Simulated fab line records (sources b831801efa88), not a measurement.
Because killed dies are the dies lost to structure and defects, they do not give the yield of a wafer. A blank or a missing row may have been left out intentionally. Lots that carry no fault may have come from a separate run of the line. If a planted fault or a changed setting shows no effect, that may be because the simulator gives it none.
One fault through the eyes of 2 desks    flow sky130    only its own numbers are on each desk; what lay behind them is given at the end

== AT THE METROLOGY DESK ==
Means of the sampled wafers that have a number, per lot and without regard to the tool the lot ran on: this is what the gauges read. Any lot whose mean is over 4 standard deviations away from the usual mean is out of limits and marked OUT; that distance is given in the brackets.
Columns: A = VIA4_W_RS at SKY_VIA4_RS_MEAS_19, usual 0.2250 ohm/sq; B = METAL5_ALCU_RS at SKY_METAL5_RS_MEAS_05, usual 0.02706 ohm/sq
lot   first seen here  A       B
L406  day 42 23:01     0.2237  0.02708
L407  day 43 06:38     0.2214  0.02686
L408  day 43 08:53     0.2293  0.02726
L409  day 43 14:27     0.2275  0.02689
L410  day 43 23:47     0.2263  0.02706
L412  day 44 11:54     0.2238  0.02736
L415  day 45 10:25     0.2262  0.02704
L416  day 45 15:19     0.2282  0.02688
L417  day 46 00:40     0.2233  0.02672
L420  day 46 16:20     0.2277  0.02710
L426  day 48 02:58     0.2255  0.02732
L428  day 48 13:05     0.2254  0.02696
L429  day 48 19:20     0.2233  0.02707
Result from this desk: across the 13 lots, nothing is out of limits.

== FOR THE TOOL OWNER'S DESK: plasma-asher-01 ==
The tool's own readings at SKY_VT_ADJUST_HVTP_STRIP_10 (strips in O2/N2): means of the sampled wafers that have a number, for each lot that ran on this tool. Any lot whose mean is over 4 standard deviations away from the usual mean is out of limits and marked OUT; that distance is given in the brackets.
Columns: A = chamber-pressure-mTorr at SKY_VT_ADJUST_HVTP_STRIP_10, usual 1499.9 mTorr; B = drypump-motor-current-A at SKY_VT_ADJUST_HVTP_STRIP_10, usual 5.7 A; C = oes-product-au at SKY_VT_ADJUST_HVTP_STRIP_10, usual 0.716 a.u.; D = strip-time-to-endpoint-s at SKY_VT_ADJUST_HVTP_STRIP_10, usual 14.20 s
lot   first seen here  A       B    C      D
L409  day 6 19:53      1500.4  5.6  0.718  14.16
L410  day 7 04:45      1498.2  5.0  0.721  14.20
L416  day 8 15:02      1499.2  5.6  0.714  14.15
L417  day 8 23:06      1499.8  5.3  0.712  14.18
L428  day 11 22:35     1500.6  5.3  0.717  14.25
L429  day 12 04:00     1500.1  5.6  0.714  14.19
Result from this desk: across the 6 lots, nothing is out of limits.

== PUT TOGETHER ==
The metrology desk saw nothing out of limits.
Nothing out of limits was seen by the tool owner's desk.

== WHAT THE SIMULATOR HAD INSERTED ==
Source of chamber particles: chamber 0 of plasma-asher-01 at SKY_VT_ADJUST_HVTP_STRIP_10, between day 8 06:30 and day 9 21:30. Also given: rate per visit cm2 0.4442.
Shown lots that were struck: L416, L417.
